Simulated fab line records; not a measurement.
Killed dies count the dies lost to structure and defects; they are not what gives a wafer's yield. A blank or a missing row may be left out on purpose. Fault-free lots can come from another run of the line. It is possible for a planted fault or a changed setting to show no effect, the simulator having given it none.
Problem report in the 8D (eight disciplines) form, filled by code :: flow sky130 :: the parts of the form that need people (team, actions taken, sign-off) are left out

## 1. WHAT IS WRONG
chamberPressurePa at SKY_METAL1_SPUTTER_02 reads a mean of 0.3575 Pa on 6 wafers of 2 lots; wafers without a fault read 0.4000 Pa with a standard deviation of 0.00075. That puts it -57 standard deviations away from the usual mean.
The step: material AlCu, target thk 250 nm, time 13.3 s.
Earliest sighting: wafer L432.3 on pvdSputter-03 at day 37 01:47. The record holds 42 wafers of 14 lots with a number at this step. Rule for "out" (also "out of limits"): further than 4 standard deviations from the usual mean. The other wafers with a number count as sound.

## 2. WHAT THIS IS AND IS NOT
question: which readings at this step
is: chamberPressurePa
is not: throttleValvePct

question: which lots
is: L432, L433
is not: L421, L422, L423, L424, L425, L435, L436, L438, L439, L440, L441, L442

question: which wafers of those lots
is: all that have a number
is not: -

question: read on which tools
is: pvdSputter-03
is not: pvdSputter-01, pvdSputter-04

question: when
is: from day 37 01:47
is not: up to then (15 sound wafers); but 21 sound wafers of L435, L436, L438, L439, L440, L441, L442 came after

## 3. WHAT RULES OUT EACH SUSPECT
Counting: a tool at a process step up to the reading stays a suspect if it ran every lot that is out and no sound lot after the first of them.
- pvdSputter-03 at SKY_METAL1_SPUTTER_02 (material AlCu, target thk 250 nm, time 13.3 s): kept. It processed each lot that is out, first L432 at day 37 01:47, and no sound lot thereafter; up to then, the last sound lot it processed was L424 at day 34 00:23. Its own readings are out on those wafers: chamberPressurePa.
Left after counting: pvdSputter-03 at SKY_METAL1_SPUTTER_02.

## 4. THE CAUSE (what the simulator had put in)
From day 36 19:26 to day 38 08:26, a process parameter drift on pvdSputter-03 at SKY_METAL1_SPUTTER_02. The setting chamberPressurePa was moved by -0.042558, starting from 0.4. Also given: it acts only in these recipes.
This tool alone remained once counting was done.

## 5. SEQUENCE OF EFFECTS, ordered by route
Each row: a reading where the mean over the struck wafers with a number is more than 3 standard deviations away from the usual. Scope: only readings with a usual standard deviation given in the record; hours: median across lots of the time from each lot's start at the first step in this table that gives one to its start at this step; sigmas: change in usual standard deviations.
hours: 0
step: SKY_METAL1_SPUTTER_02
reading: chamberPressurePa
usual: 0.4000 Pa
on struck wafers: 0.3575
change: -0.0425
sigmas: -57
The process steps in it:
- SKY_METAL1_SPUTTER_02: material AlCu, target thk 250 nm, time 13.3 s.

## 6. WHAT WOULD HAVE CAUGHT IT SOONER
In this record no reading fell out of limits until day 37 01:47, 6 hours after the fault had begun at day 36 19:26.
